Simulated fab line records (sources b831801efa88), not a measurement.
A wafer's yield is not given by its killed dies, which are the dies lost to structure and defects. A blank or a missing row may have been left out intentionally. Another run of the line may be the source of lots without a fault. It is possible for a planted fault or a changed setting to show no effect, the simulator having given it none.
A lot that was struck, set against a sound lot :: flow sfq line :: 15 steps out of a route of 325
Sound: wafers L862.4, L862.5, L862.6. Struck: wafer L855.2 (L855.4, L855.6, from the same lot, were not struck and are left out); the cause is given at the end.
At each step with rows: each side's tool, then ch and its chambers, then its first start. Under that, the readings that differ: sound wafers :: struck wafers :: difference of the means :: sigmas: that difference in standard deviations of wafers without a fault.
alike: a reading whose means differ by less than 2 such deviations, as well as words and numbers matching on both sides. not compared: withheld readings; readings where some wafer has no value; bounds like >300 that might hide an equal value; numbers whose values overlap and for which the record gives no deviation.
Wherever a step has rows on one side only, a row that says differs or no value, or a row with sigmas, the two part there. Numbers that have no deviation but don't overlap get no sigmas and don't part them. A reading that every wafer of one side lacks parts them only if that side has two wafers or more.

first, 1 step without rows for these wafers: SFQ_TRILAYER_M2_STRIP_SOLV_CLEAN_062 (cleans in NMP, time 600 s).
SFQ_TRILAYER_I2_DEP_PECVD_063: deposits SiO2 from SiH4/N2O, time 111.11 s, target thk 500 nm.
  sound on pecvd-02 ch 0,1,2, day 37 16:26; struck on pecvd-02 ch 0, day 34 02:27
  alike: heater power w, throttle valve pct
SFQ_TRILAYER_I2_CMP_CMP_064: polishes SiO2.
  sound on cmp-02 ch 2,3, day 38 11:26; struck on cmp-01 ch 2, day 34 04:10
  alike: motor current A, retaining ring pressure frac, time to endpoint s
SFQ_I2_BOW_MEAS_917:
  struck on film metro-04, day 34 06:41; sound on film metro-02, day 38 13:59
  alike: I2_BOW
SFQ_TRILAYER_I2_METRO_MEASURE_065:
  struck on film metro-04, day 34 06:59; sound on film metro-02, day 38 14:39
  alike: thk nm
then, 6 steps without rows for these wafers: SFQ_TRILAYER_I2_VIA_LITHO_COAT_072 (resist thk 62 nm); SFQ_TRILAYER_I2_VIA_LITHO_COAT_067 (resist thk 650 nm); SFQ_TRILAYER_I2_VIA_LITHO_SOFTBAKE_071; SFQ_TRILAYER_I2_VIA_LITHO_EXPOSE_068 (exposes mask I2, target cd 500 nm); SFQ_TRILAYER_I2_VIA_LITHO_PEB_070 (peb time 60 s); SFQ_TRILAYER_I2_VIA_LITHO_DEVELOP_069 (time 60 s).
-- the record jumps here: 6 days lie between the struck wafers' starts before and after --
SFQ_I2_OVL_MEAS_918:
  struck on overlay-02, day 40 13:10; sound on overlay-02, day 43 20:37
  alike: I2_OVL
SFQ_TRILAYER_I2_VIA_BARC_OPEN_VIA_ETCH_096: etches BARC in O2, target depth 125 nm, time 41.7 s.
  sound on rie diel-01 ch 1,2,3, day 43 20:38; struck on rie diel-02 ch 2, day 40 13:11
reading: oes product au (a.u.)
sound: 0.693 0.682 0.691
struck: 0.718
difference: +0.029
sigmas: +6

reading: run length s (s)
sound: 70.3 70.2 69.5
struck: 67.0
difference: -3.0
sigmas: -7

reading: model.KrF_of_TRILAYER_I2_VIA_LITHO_COAT_067.thk nm (nm)
sound: 575 575.1 576.2
struck: 580
difference: +5
sigmas: 
  alike: drypump motor current A
  not compared: rf hours counter h
SFQ_TRILAYER_I2_VIA_ETCH_VIA_ETCH_070: etches SiO2 in CHF3, stops on Nb, target depth 260 nm.
  sound on rie diel-01 ch 1,2,3, day 43 20:41; struck on rie diel-02 ch 2, day 40 13:14
reading: model.KrF_of_TRILAYER_I2_VIA_LITHO_COAT_067.thk nm (nm)
sound: 530.9 531.4 532.3
struck: 535
difference: +3
sigmas: 
  alike: drypump motor current A, oes product au
SFQ_TRILAYER_I2_VIA_STRIP_STRIP_071: strips in O2.
  sound on rie metal-04 ch 0,1, day 43 21:04; struck on rie metal-01 ch 1, day 40 13:20
reading: rf hours counter h (h)
sound: - - -
struck: 52
difference: no value on the sound wafers
sigmas: 
  alike: drypump motor current A, oes product au

== WHERE THEY PART ==
Last at SFQ_TRILAYER_I2_VIA_STRIP_STRIP_071 as far as this record goes, first at SFQ_TRILAYER_I2_VIA_BARC_OPEN_VIA_ETCH_096.

WHY: what the simulator had put in
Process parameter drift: rie diel-02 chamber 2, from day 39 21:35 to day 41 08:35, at SFQ_TRILAYER_I2_VIA_BARC_OPEN_VIA_ETCH_096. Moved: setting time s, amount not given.
